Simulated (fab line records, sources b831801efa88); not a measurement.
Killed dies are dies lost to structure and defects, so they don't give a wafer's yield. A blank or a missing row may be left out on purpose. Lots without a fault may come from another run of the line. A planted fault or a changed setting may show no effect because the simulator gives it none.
Which tool did it? | flow sky130 | 10 lots, 30 wafers sampled, at 5 steps of a route of 708

WHAT THE GAUGES READ, wafer by wafer
SKY_LI_CONTACT_RS_MEAS_22: measures by four-point-probe.
lot  | measured     | on            | LI_CONTACT_W_RS (ohm/sq)
L233 | day 28 20:38 | film_metro-02 | 0.295 0.294 0.290
L240 | day 32 07:05 | film_metro-03 | 0.316 0.315 0.318
L243 | day 33 07:20 | film_metro-03 | 0.286 0.279 0.283
L242 | day 33 10:59 | film_metro-02 | 0.321 0.322 0.326
L245 | day 33 23:09 | film_metro-01 | 0.287 0.284 0.283
L246 | day 34 06:05 | film_metro-01 | 0.279 0.281 0.281
L251 | day 35 08:59 | film_metro-03 | 0.283 0.281 0.286
L252 | day 35 17:35 | film_metro-01 | 0.287 0.289 0.290
L254 | day 35 23:25 | film_metro-02 | 0.288 0.281 0.280
L255 | day 36 12:58 | film_metro-01 | 0.286 0.282 0.287

SKY_LI_CONTACT_THK_MEAS_23: measures by xrf.
lot  | measured     | on            | LI_CONTACT_W_THK (nm)
L233 | day 28 20:46 | film_metro-02 | 397 398 402
L240 | day 32 07:11 | film_metro-03 | 369 372 365
L243 | day 33 07:28 | film_metro-03 | 411 424 415
L242 | day 33 11:05 | film_metro-02 | 363 360 358
L245 | day 33 23:16 | film_metro-01 | 407 407 410
L246 | day 34 06:12 | film_metro-01 | 416 410 408
L251 | day 35 09:05 | film_metro-03 | 425 426 420
L252 | day 35 17:42 | film_metro-01 | 401 397 398
L254 | day 35 23:32 | film_metro-02 | 406 418 422
L255 | day 36 13:05 | film_metro-01 | 406 411 406

SKY_LOCAL_INTERCONNECT_OVL_MEAS_12.
lot  | measured     | on         | LOCAL_INTERCONNECT_OVL (nm)
L233 | day 30 00:56 | overlay-01 | -1 1 3
L240 | day 33 09:59 | overlay-01 | 1 -1 2
L243 | day 34 10:20 | overlay-01 | -7 -3 -8
L242 | day 34 14:26 | overlay-01 | -4 -1 3
L245 | day 35 02:41 | overlay-01 | 1 2 -4
L246 | day 35 08:38 | overlay-02 | 9 2 7
L251 | day 36 11:17 | overlay-01 | 2 12 3
L252 | day 36 20:11 | overlay-02 | 4 3 1
L254 | day 37 01:58 | overlay-01 | -6 -1 -6
L255 | day 37 15:35 | overlay-02 | 2 -4 3

WHICH TOOL RAN EACH LOT (tool, then ch and the chambers of the sampled wafers, then the start)
lot  | SKY_LI_CONTACT_CVD_21         | SKY_LI_CONTACT_CMP_24
L233 | cvd_w-02 ch 0,1, day 28 20:31 | cmp-02 ch 0,2,3, day 28 20:52
L240 | cvd_w-02 ch 1, day 32 06:51   | cmp-01 ch 1,2,3, day 32 07:14
L243 | cvd_w-01 ch 0,1, day 33 07:13 | cmp-01 ch 1,2, day 33 07:34
L242 | cvd_w-02 ch 0,1, day 33 10:51 | cmp-02 ch 0,3, day 33 11:10
L245 | cvd_w-01 ch 0, day 33 22:55   | cmp-01 ch 0,1,3, day 33 23:19
L246 | cvd_w-01 ch 0, day 34 05:51   | cmp-01 ch 1,2,3, day 34 06:18
L251 | cvd_w-01 ch 0,1, day 35 08:52 | cmp-01 ch 0,2, day 35 09:07
L252 | cvd_w-01 ch 0,1, day 35 17:28 | cmp-01 ch 0,1,2, day 35 17:49
L254 | cvd_w-02 ch 0,1, day 35 23:18 | cmp-02 ch 0,1,3, day 35 23:36
L255 | cvd_w-02 ch 0,1, day 36 12:50 | cmp-02 ch 1,2,3, day 36 13:15
- SKY_LI_CONTACT_CVD_21: deposits W, target thk 400 nm, time 120.56 s.
- SKY_LI_CONTACT_CMP_24: polishes, stops on PSG, t overpolish 20 s, target thk 0 nm.

WHAT THE TOOLS THEMSELVES READ (means of the sampled wafers that have a number; where no wafer has one, the mark that the record gives instead)
SKY_LI_CONTACT_CVD_21.
lot  | tool     | heater_power_outer_w (W) | heater_power_w (W) | susceptor_temp_C (C)
L233 | cvd_w-02 | 501                      | 824                | 399.95
L240 | cvd_w-02 | 506                      | 866                | 393.54
L243 | cvd_w-01 | 551                      | 913                | 399.81
L242 | cvd_w-02 | 494                      | 835                | 393.65
L245 | cvd_w-01 | 506                      | 909                | 400.15
L246 | cvd_w-01 | 515                      | 890                | 400.00
L251 | cvd_w-01 | 527                      | 916                | 399.91
L252 | cvd_w-01 | 533                      | 914                | 400.08
L254 | cvd_w-02 | 522                      | 876                | 400.02
L255 | cvd_w-02 | 514                      | 851                | 400.06

SKY_LI_CONTACT_CMP_24.
lot  | tool   | motor_current_A (A) | time_to_endpoint_s (s)
L233 | cmp-02 | 9.6                 | 93
L240 | cmp-01 | 11.5                | 88
L243 | cmp-01 | 11.9                | 99
L242 | cmp-02 | 10.0                | 81
L245 | cmp-01 | 11.0                | 96
L246 | cmp-01 | 11.6                | 102
L251 | cmp-01 | 10.9                | 96
L252 | cmp-01 | 11.2                | 98
L254 | cmp-02 | 10.5                | 94
L255 | cmp-02 | 9.8                 | 95

THE ANSWER, worked out from the rows above alone
Rule: what is usual is taken from the lots themselves. Put in order of their means at a reading, lots are off if they are a third of the lots or fewer, leave a main group of 4 or more, and stand apart from it by a gap of 3 or more times the standard deviation of the main group's means; of several such gaps the widest counts. A main group whose means are all the same, to the digits that the tables above print for the reading, isn't used. A lot without any number at a reading at which 4 lots or more have one is off too. The other lots that the step has rows for count as sound. The gauges are gone through in route order, then the tools' own readings, and for those a lot's mean is taken as printed above. The first step at which some lot is off is used, and at that step the reading that is off furthest; a lot without a number counts as furthest.
Off: L240, L242, at SKY_LI_CONTACT_RS_MEAS_22 (LI_CONTACT_W_RS). The main group: mean 0.285 ohm/sq, standard deviation 0.0037.
A tool fits if, at a process step before that reading, it ran every lot that is off, and no sound lot after the first of them. The gauges at SKY_LI_CONTACT_RS_MEAS_22 aren't tried: what is off there is off at SKY_LI_CONTACT_CVD_21 too, on other tools, and a gauge's error can't cause that. None of those tried fits.

WHAT THE SIMULATOR HAD PUT IN
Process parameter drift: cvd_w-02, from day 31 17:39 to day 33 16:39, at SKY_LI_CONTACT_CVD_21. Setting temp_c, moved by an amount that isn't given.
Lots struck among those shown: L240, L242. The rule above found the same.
